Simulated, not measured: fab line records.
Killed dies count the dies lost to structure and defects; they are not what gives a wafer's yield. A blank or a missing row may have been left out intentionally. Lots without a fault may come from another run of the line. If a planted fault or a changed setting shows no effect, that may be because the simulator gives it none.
A lot that was struck, set against a sound lot | flow sfq_line | 14 steps out of a route of 325
Sound: these wafers, L907.1, L907.2, L907.4. Struck: wafers L896.3, L896.5, L896.6. The cause is named last.
Order at every step that has rows: each side's tool, ch and its chambers, its first start. Under that, the readings that differ: sound wafers | struck wafers | difference of the means | sigmas: that difference in standard deviations of wafers without a fault.
alike: readings with means less than 2 such deviations apart, plus words and numbers identical on both sides. not compared: withheld readings, readings lacking a value on some wafer, bounds such as >300 that could conceal the same value, and numbers that have no deviation in the record and whose values overlap.
Wherever a step has rows on one side only, a row that says differs or no value, or a row with sigmas, the two part there. Non-overlapping numbers with no deviation appear without sigmas and do not part them. A reading missing from all wafers of one side parts the sides only when that side holds two or more wafers.

SFQ_INCOMING_BOW_MEAS_900:
  sound on film_metro-01, day 4 23:00; struck on film_metro-04, day 2 16:02
  alike: INCOMING_BOW
then, 1 step without rows for these wafers: SFQ_TRILAYER_INCOMING_OXIDATION_002 (target thk 500 nm, ox time 4939 s).
SFQ_TRILAYER_L0_DEP_SPUTTER_003: material MoNx KI, target thk 40 nm, time 100 s.
  sound on pvd_sputter-06, day 5 01:29; struck on pvd_sputter-06, day 2 18:44
  alike: throttle_valve_pct
SFQ_L0_RS_MEAS_901: uses a four-point probe to measure.
  sound on film_metro-02, day 5 01:34; struck on film_metro-03, day 2 18:50
  reading                | sound          | struck         | difference | sigmas
  L0_MONX_KI_RS (ohm/sq) | 43.5 43.6 43.8 | 21.4 22.0 22.0 | -21.8      | -36
SFQ_L0_THK_MEAS_902: measures by xrf.
  sound on film_metro-02, day 5 01:41; struck on film_metro-03, day 2 18:56
  reading             | sound          | struck         | difference | sigmas
  L0_MONX_KI_THK (nm) | 41.0 41.1 40.6 | 83.6 81.5 81.1 | +41.2      | +65
then, 6 steps without rows for these wafers: SFQ_TRILAYER_L0_LITHO_COAT_010 (resist thk 62 nm); SFQ_TRILAYER_L0_LITHO_COAT_005 (resist thk 600 nm); SFQ_TRILAYER_L0_LITHO_SOFTBAKE_009; SFQ_TRILAYER_L0_LITHO_EXPOSE_006 (exposes mask L0, target cd 2000 nm); SFQ_TRILAYER_L0_LITHO_PEB_008 (peb time 60 s); SFQ_TRILAYER_L0_LITHO_DEVELOP_007 (time 60 s).
-- the record jumps here: 2 days lie between the struck wafers' starts before and after --
SFQ_TRILAYER_L0_BARC_OPEN_METAL_ETCH_010: etches BARC in O2, target depth 125 nm, time 41.7 s.
  sound on rie_metal-01 ch 0,1, day 7 18:21; struck on rie_metal-01 ch 1, day 5 01:16
  alike: drypump_motor_current_A, oes_product_au
  not compared: rf_hours_counter_h
SFQ_TRILAYER_L0_ETCH_METAL_ETCH_008: etches MoNx KI in SF6/O2, stops on SiO2, target depth 50 nm, time 25 s.
  sound on rie_metal-01 ch 0,1, day 7 18:25; struck on rie_metal-01 ch 1, day 5 01:22
  reading                        | sound             | struck            | difference | sigmas
  oes_product_au (a.u.)          | 0.862 0.877 0.871 | 1.029 1.021 1.024 | +0.155     | +21
  model.L0.feature_depth_nm (nm) | 39.8 39.85 39.65  | 51.68 51.96 51.66 | +12.00     |
  model.etch.depth_nm (nm)       | 39.8 39.85 39.65  | 51.68 51.96 51.66 | +12.00     |
  alike: drypump_motor_current_A
  not compared: rf_hours_counter_h
SFQ_TRILAYER_L0_STRIP_STRIP_009: strips in O2.
  sound on rie_metal-01 ch 0,1, day 7 18:27; struck on rie_metal-01 ch 1, day 5 01:50
  alike: drypump_motor_current_A, oes_product_au
  not compared: rf_hours_counter_h

WHERE THEY PART
First at SFQ_L0_RS_MEAS_901; last, within this record, at SFQ_TRILAYER_L0_ETCH_METAL_ETCH_008. Later steps at which nothing parts them and some readings are alike: SFQ_TRILAYER_L0_STRIP_STRIP_009.

WHY: what the simulator had put in
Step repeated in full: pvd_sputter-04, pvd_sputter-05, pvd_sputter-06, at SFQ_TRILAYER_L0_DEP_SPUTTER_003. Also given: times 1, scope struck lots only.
